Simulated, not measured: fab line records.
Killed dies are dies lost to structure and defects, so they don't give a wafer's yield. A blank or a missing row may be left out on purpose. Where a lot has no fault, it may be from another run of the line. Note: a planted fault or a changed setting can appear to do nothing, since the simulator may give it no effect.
A struck lot beside a sound one -- flow gf180mcu -- 3 steps out of a route of 602
Sound: the wafers L303.3, L303.4, L303.6. Wafers struck: L313.2, L313.5, L313.6. The cause comes at the end.
Order at every step that has rows: each side's tool, ch and its chambers, its first start. Under that, the readings that differ: sound wafers -- struck wafers -- difference of the means -- sigmas: that difference in standard deviations of wafers without a fault.
alike: readings whose means differ by less than 2 such deviations, and words and numbers that are the same on both sides. not compared: withheld readings, readings that some wafer has no value for, bounds like >300 that may hide the same value, and numbers for which the record gives no deviation and whose values overlap.
The two part at a step that has a row with sigmas, a row that says differs or no value, or rows on one side only. Numbers that have no deviation but don't overlap get no sigmas and don't part them. Lack of a reading on every wafer of one side parts them only where that side has two or more wafers.

GF_STI_BOW_MEAS_00:
  struck on film-metro-04, day 3 17:01; sound on film-metro-02, day 1 15:02
  alike: INCOMING_BOW
GF_STI_OXIDATION_01: stabilise 600 s, purge 300 s, target thk 10 nm.
  struck on furnace-01, day 3 17:21; sound on furnace-01 ch 0, day 1 15:29
  no value came back on the struck wafers for ox-temp-c (C), ox-temp-c-max, purge-s (s), zone-power-bottom-pct (%); on the sound wafers ox-temp-c (C) reads 900.3 900.2 900.4
then, 1 step without rows for these wafers: GF_STI_CVD_03 (deposits Si3N4 from DCS/NH3, target thk 207.16 nm, time 3551 s).

WHERE THEY PART
Only at GF_STI_OXIDATION_01, within this record.

WHY: what the simulator had put in
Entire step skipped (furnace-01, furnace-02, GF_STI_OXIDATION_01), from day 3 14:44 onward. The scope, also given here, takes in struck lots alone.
